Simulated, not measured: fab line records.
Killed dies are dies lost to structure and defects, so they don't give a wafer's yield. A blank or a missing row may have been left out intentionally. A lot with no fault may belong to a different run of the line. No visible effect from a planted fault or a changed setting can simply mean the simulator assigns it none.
Which tool did it? ; flow gf180mcu ; 42 wafers from 14 lots sampled at 5 of the route's 602 steps

== WHAT THE GAUGES READ, wafer by wafer ==
GF_DNWELL_TW_MEAS_09. Usual: for DNWELL_TW the level is 1346 and the standard deviation is 14.
lot;measured;on;DNWELL_TW;flag
L175;day 2 18:58;filmMetro-03;1330 1330 1318;
L176;day 2 22:37;filmMetro-04;1354 1358 1357;
L177;day 3 05:24;filmMetro-02;1342 1359 1353;
L178;day 3 12:51;filmMetro-03;1312 1316 1316;
L179;day 3 15:27;filmMetro-04;1362 1370 1361;
L180;day 3 20:18;filmMetro-03;1321 1322 1322;
L181;day 4 03:06;filmMetro-02;1349 1344 1343;
L182;day 4 06:50;filmMetro-02;1340 1346 1350;
L183;day 4 13:02;filmMetro-03;1331 1326 1327;
L190;day 6 05:15;filmMetro-02;1356 1353 1360;
L191;day 6 11:17;filmMetro-02;1361 1359 1359;
L195;day 7 07:20;filmMetro-04;1342 1348 1345;
L196;day 7 12:46;filmMetro-02;1352 1352 1353;
L197;day 7 15:57;filmMetro-03;1318 1319 1318;

GF_NWELL_TW_MEAS_11. Usual: for NWELL_TW the level is 1562 and the standard deviation is 20.
lot;measured;on;NWELL_TW;flag
L175;day 3 08:28;filmMetro-04;1589 1584 1583;
L176;day 3 12:04;filmMetro-03;1542 1539 1548;
L177;day 3 19:20;filmMetro-04;1575 1576 1577;
L178;day 4 02:26;filmMetro-04;1582 1589 1600;
L179;day 4 05:02;filmMetro-01;1556 1562 1559;
L180;day 4 09:53;filmMetro-03;1539 1542 1530;
L181;day 4 16:53;filmMetro-01;1568 1555 1573;
L182;day 4 20:47;filmMetro-03;1541 1535 1533;
L183;day 5 02:56;filmMetro-01;1565 1572 1563;
L190;day 6 20:31;filmMetro-03;1540 1538 1537;
L191;day 7 02:59;filmMetro-01;1579 1579 1575;
L195;day 7 23:07;filmMetro-03;1540 1534 1534;
L196;day 8 04:29;filmMetro-03;1540 1532 1534;
L197;day 8 07:52;filmMetro-01;1564 1569 1564;

GF_MVSD_OVL_MEAS_07. Usual: for MVSD_OVL the level is 1.6 nm and the standard deviation is 1.3.
lot;measured;on;MVSD_OVL (nm);flag
L175;day 4 10:25;overlay-01;-2.1 0.8 1.7;
L176;day 4 14:46;overlay-01;0.7 1.9 1.0;
L177;day 4 22:23;overlay-02;1.3 4.0 1.4;
L178;day 5 05:41;overlay-01;0.8 0.1 1.9;
L179;day 5 08:04;overlay-01;1.0 1.0 1.8;
L180;day 5 13:33;overlay-01;1.8 1.6 1.3;
L181;day 5 20:23;overlay-01;2.3 2.1 0.8;
L182;day 6 00:26;overlay-01;2.7 1.7 4.2;
L183;day 6 07:12;overlay-02;-0.6 2.2 2.2;
L190;day 8 03:45;overlay-02;-1.9 1.3 1.9;
L191;day 8 10:21;overlay-01;0.6 1.0 2.2;
L195;day 9 08:23;overlay-01;1.8 1.2 1.4;
L196;day 9 13:27;overlay-02;1.0 0.2 1.3;
L197;day 9 18:11;overlay-02;0.8 2.8 3.1;

GF_HV_LDD_TW_MEAS_50. Usual: for HV_LDD_4_TW the level is 561 and the standard deviation is 7.
lot;measured;on;HV_LDD_4_TW;flag
L175;day 12 05:31;filmMetro-03;557 559 560;
L176;day 12 07:41;filmMetro-03;559 560 558;
L177;day 12 20:00;filmMetro-03;558 556 558;
L178;day 13 07:57;filmMetro-04;575 575 572;
L179;day 13 13:57;filmMetro-04;570 573 574;
L180;day 13 20:05;filmMetro-03;558 560 560;
L181;day 14 08:05;filmMetro-03;557 559 553;
L182;day 14 14:21;filmMetro-03;557 556 561;
L183;day 14 20:45;filmMetro-03;555 558 555;
L190;day 17 15:34;filmMetro-03;528 526 524;OFF
L191;day 18 03:49;filmMetro-03;527 529 529;OFF
L195;day 19 09:43;filmMetro-03;552 553 554;
L196;day 19 15:58;filmMetro-01;568 565 567;
L197;day 19 20:47;filmMetro-01;566 564 567;

== TOOL THAT RAN EACH LOT (tool first, then ch and the chambers of the sampled wafers, then the start) ==
lot;GF_HV_LDD_IMPLANT_48
L175;implanter-03 ch 0, day 12 05:19
L176;implanter-02 ch 0, day 12 07:28
L177;implanter-02 ch 0, day 12 19:45
L178;implanter-03 ch 0, day 13 07:42
L179;implanter-01 ch 0, day 13 13:42
L180;implanter-02 ch 0, day 13 19:50
L181;implanter-02 ch 0, day 14 07:50
L182;implanter-02 ch 0, day 14 14:06
L183;implanter-01 ch 0, day 14 20:30
L190;implanter-01 ch 0, day 17 15:21
L191;implanter-01 ch 0, day 18 03:35
L195;implanter-02 ch 0, day 19 09:28
L196;implanter-03 ch 0, day 19 15:45
L197;implanter-02 ch 0, day 19 20:32
- GF_HV_LDD_IMPLANT_48

== AS READ BY THE TOOLS THEMSELVES (means over the sampled wafers that have a number; for cases with no such wafer, the mark the record gives instead) ==
GF_HV_LDD_IMPLANT_48. Usual: beamEnergyKeV reads 25.001 (standard deviation 0.0077).
lot;tool;beamEnergyKeV;flag
L175;implanter-03;25.005;
L176;implanter-02;25.002;
L177;implanter-02;25.008;
L178;implanter-03;25.009;
L179;implanter-01;25.005;
L180;implanter-02;25.005;
L181;implanter-02;24.993;
L182;implanter-02;25.005;
L183;implanter-01;25.001;
L190;implanter-01;19.558;OFF
L191;implanter-01;19.569;OFF
L195;implanter-02;25.004;
L196;implanter-03;25.001;
L197;implanter-02;24.992;

== THE ANSWER, worked out from the rows above alone ==
Rule: take the mean of a lot's wafers that have a number; if it is more than 3 standard deviations from the usual mean, the lot is off. A lot without any number at a reading at which 4 lots or more have one is off too. Any other lot the step has rows for is counted as sound. After the gauges, taken in route order, come the tools' own readings; for these a lot's mean is taken, as printed above. The first step at which some lot is off is used, and at that step the reading that is off furthest; a lot without a number counts as furthest.
Off: L190, L191, at GF_HV_LDD_TW_MEAS_50 (HV_LDD_4_TW).
A tool fits if, at a process step before that reading, it ran every lot that is off, and no sound lot after the first of them. The gauges at GF_HV_LDD_TW_MEAS_50 aren't tried: what is off there is off at GF_HV_LDD_IMPLANT_48 too, on other tools, and a gauge's error can't cause that. One fits: implanter-01 at GF_HV_LDD_IMPLANT_48. Its last sound lot is L183 (day 14 20:30), its first lot that is off L190 (day 17 15:21): a fault that began between those two fits.
On the lots that are off, the tool's own readings at GF_HV_LDD_IMPLANT_48 differ by more than 5 times the standard deviation of the sound lots' means, which bears it out; beamEnergyKeV reads 19.563 there versus 25.003 on the sound lots.

== WHAT THE SIMULATOR PUT IN ==
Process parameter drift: implanter-01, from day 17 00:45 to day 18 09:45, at GF_HV_LDD_IMPLANT_48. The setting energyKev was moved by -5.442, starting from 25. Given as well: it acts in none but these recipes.
Shown lots that were struck: L190, L191. Same finding as the rule above.
